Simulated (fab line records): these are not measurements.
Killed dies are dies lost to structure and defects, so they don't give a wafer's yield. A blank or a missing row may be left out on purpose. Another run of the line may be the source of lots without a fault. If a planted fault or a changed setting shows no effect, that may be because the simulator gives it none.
One fault seen from 2 desks + flow sky130 + each desk has only its own numbers; what lay behind them comes last

FOR THE TOOL OWNER'S DESK: furnace-02
The tool's own readings at SKY_GATE_OXIDE_OXIDATION_16 (stabilise 600 s, purge 300 s, target thk 3.57 nm): means of the sampled wafers that have a number, for each lot that ran on this tool. If a lot's mean is further than 4 standard deviations from the usual mean, the lot is out of limits and carries the mark OUT (the distance appears in the brackets).
Columns: A = zonePowerCentrePct at SKY_GATE_OXIDE_OXIDATION_16, usual 13.1 %; B = zonePowerLowerPct at SKY_GATE_OXIDE_OXIDATION_16, usual 13.7 %; C = zonePowerUpperPct at SKY_GATE_OXIDE_OXIDATION_16, usual 13.3 %
| lot  | first seen here | A    | B    | C    |
|------|-----------------|------|------|------|
| L272 | day 16 22:09    | 12.4 | 14.5 | 14.3 |
| L274 | day 17 11:02    | 12.3 | 14.5 | 14.1 |
| L284 | day 20 19:19    | 12.4 | 14.4 | 14.2 |
| L285 | day 21 01:32    | 12.5 | 14.4 | 14.1 |
This desk's finding: nothing out of limits on any of the 4 lots.

AT THE METROLOGY DESK
Means of the sampled wafers that have a number, per lot and without regard to the tool the lot ran on: this is what the gauges read. If a lot's mean is further than 4 standard deviations from the usual mean, the lot is out of limits and carries the mark OUT (the distance appears in the brackets).
Columns: A = GATE_OXIDE_OVL at SKY_GATE_OXIDE_OVL_MEAS_10, usual 0.6 nm; B = GATE_OXIDE_TW at SKY_GATE_OXIDE_TW_MEAS_14, usual 225.1
| lot  | first seen here | A    | B     |
|------|-----------------|------|-------|
| L272 | day 16 21:07    | 1.3  | 224.6 |
| L274 | day 17 09:10    | -1.1 | 226.5 |
| L284 | day 20 18:49    | -0.8 | 223.8 |
| L285 | day 21 01:02    | -0.8 | 225.4 |
| L286 | day 21 17:49    | 0.6  | 226.7 |
| L287 | day 21 22:32    | 0.9  | 223.4 |
This desk's finding: nothing out of limits on any of the 6 lots.

BROUGHT TOGETHER
The desk of the tool owner found nothing out of limits.
At the metrology desk, nothing out of limits was observed.

WHAT THE SIMULATOR PUT IN
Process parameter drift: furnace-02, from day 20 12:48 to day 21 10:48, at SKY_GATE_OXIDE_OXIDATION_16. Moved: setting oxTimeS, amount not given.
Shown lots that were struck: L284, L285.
